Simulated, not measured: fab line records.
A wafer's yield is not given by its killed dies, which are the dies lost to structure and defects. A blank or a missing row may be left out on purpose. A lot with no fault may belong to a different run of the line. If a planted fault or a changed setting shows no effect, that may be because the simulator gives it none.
Commonality check across tools + flow sky130 + Lots sampled 14, wafers sampled 42

REASON IT WAS OPENED
Of 14 lots, 2 have the reading SONOS_TUNNEL_OVL flagged at SKY_SONOS_TUNNEL_OVL_MEAS_08. No-fault wafers: 0.2 nm, standard deviation 1.5.
Rule: a lot gets a flag if all its wafers with a number sit over 4 standard deviations from that mean, or if no wafer of it has a number. As for the other lots, they are considered sound.

| lot  | measured     | on         | SONOS_TUNNEL_OVL (nm), wafer by wafer | flag    |
|------|--------------|------------|---------------------------------------|---------|
| L803 | day 11 08:04 | overlay-01 | 2.9 0.3 1.0                           |         |
| L804 | day 11 15:49 | overlay-01 | 1.0 3.1 2.8                           |         |
| L805 | day 11 22:11 | overlay-02 | 1.9 1.7 -2.0                          |         |
| L806 | day 12 03:52 | overlay-02 | -2.4 -0.3 1.5                         |         |
| L810 | day 13 16:31 | overlay-01 | 1.5 1.3 0.7                           |         |
| L812 | day 14 14:38 | overlay-01 | -0.2 0.4 -1.3                         |         |
| L814 | day 15 06:16 | overlay-01 | 3.9 2.4 4.5                           |         |
| L816 | day 15 16:46 | overlay-02 | 0.9 1.8 3.2                           |         |
| L818 | day 16 16:56 | overlay-01 | 1.9 1.6 -1.5                          |         |
| L819 | day 16 22:13 | overlay-02 | 259.9 260.4 258.4                     | FLAGGED |
| L820 | day 17 06:16 | overlay-02 | -1.2 -1.1 -0.1                        |         |
| L822 | day 17 13:51 | overlay-02 | -2.0 -2.0 -1.1                        |         |
| L824 | day 18 09:06 | overlay-02 | -0.5 0.3 0.4                          |         |
| L825 | day 18 17:04 | overlay-02 | 262.9 260.9 259.0                     | FLAGGED |
On average the flagged lots read 260.2 nm, which is +260.1 nm against the usual, or +99 or more standard deviations.

WHICH TOOL EACH LOT WENT THROUGH
The record holds 1 process step before the reading, out of a route of 708 steps. Read each cell as the tool, then ch plus the chambers that the sampled wafers visited, then the start.
| lot  | flag    | SKY_SONOS_TUNNEL_EXPOSE_04          |
|------|---------|-------------------------------------|
| L803 |         | iline_stepper-01 ch 0, day 10 20:11 |
| L804 |         | iline_stepper-01 ch 0, day 11 03:59 |
| L805 |         | iline_stepper-01 ch 0, day 11 10:29 |
| L806 |         | iline_stepper-02 ch 0, day 11 16:25 |
| L810 |         | iline_stepper-02 ch 0, day 13 03:35 |
| L812 |         | iline_stepper-02 ch 0, day 14 01:21 |
| L814 |         | iline_stepper-01 ch 0, day 14 16:56 |
| L816 |         | iline_stepper-02 ch 0, day 15 03:46 |
| L818 |         | iline_stepper-01 ch 0, day 16 02:56 |
| L819 | FLAGGED | iline_stepper-01 ch 0, day 16 08:10 |
| L820 |         | iline_stepper-02 ch 0, day 16 16:15 |
| L822 |         | iline_stepper-02 ch 0, day 16 23:38 |
| L824 |         | iline_stepper-02 ch 0, day 17 18:22 |
| L825 | FLAGGED | iline_stepper-01 ch 0, day 18 02:05 |
What is done by these steps:
- SKY_SONOS_TUNNEL_EXPOSE_04: exposes mask TUNM, target cd 410 nm.
- SKY_SONOS_TUNNEL_OVL_MEAS_08

FLAGGED OVER TOTAL, TOOL BY TOOL (the gauges that took the reading come last)
| step                         | tool             | lots run | flagged | share of the flagged lots | sound lots run after its first flagged lot |
|------------------------------|------------------|----------|---------|---------------------------|--------------------------------------------|
| SKY_SONOS_TUNNEL_EXPOSE_04   | iline_stepper-01 | 7        | 2       | all                       | 0                                          |
| SKY_SONOS_TUNNEL_EXPOSE_04   | iline_stepper-02 | 7        | 0       | none                      | -                                          |
| SKY_SONOS_TUNNEL_OVL_MEAS_08 | overlay-01       | 6        | 0       | none                      | -                                          |
| SKY_SONOS_TUNNEL_OVL_MEAS_08 | overlay-02       | 8        | 2       | all                       | 3 (L820,L822,L824)                         |

WHAT IS ALLOWED BY THE TABLE
iline_stepper-01 at SKY_SONOS_TUNNEL_EXPOSE_04 and overlay-02 at SKY_SONOS_TUNNEL_OVL_MEAS_08 are the 2 rows of the table that ran each flagged lot.
- iline_stepper-01 at SKY_SONOS_TUNNEL_EXPOSE_04 ran 7 lots, 2 of them flagged. Last sound lot L818 at day 16 02:56, first flagged lot L819 at day 16 08:10; a fault beginning in between fits.
- overlay-02 at SKY_SONOS_TUNNEL_OVL_MEAS_08 ran 8 lots, 2 of them flagged. Sound lots followed the first flagged one (L820, L822, L824) on it, something a lasting fault affecting the whole tool could not allow.
One tool is left: iline_stepper-01 at SKY_SONOS_TUNNEL_EXPOSE_04.

WHAT THE SIMULATOR PUT IN
Scanner matching overlay: iline_stepper-01, from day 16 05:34 on, at SKY_SONOS_TUNNEL_EXPOSE_04. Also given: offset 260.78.
Lots struck among those shown: L819, L825. This agrees with what the rule above found.
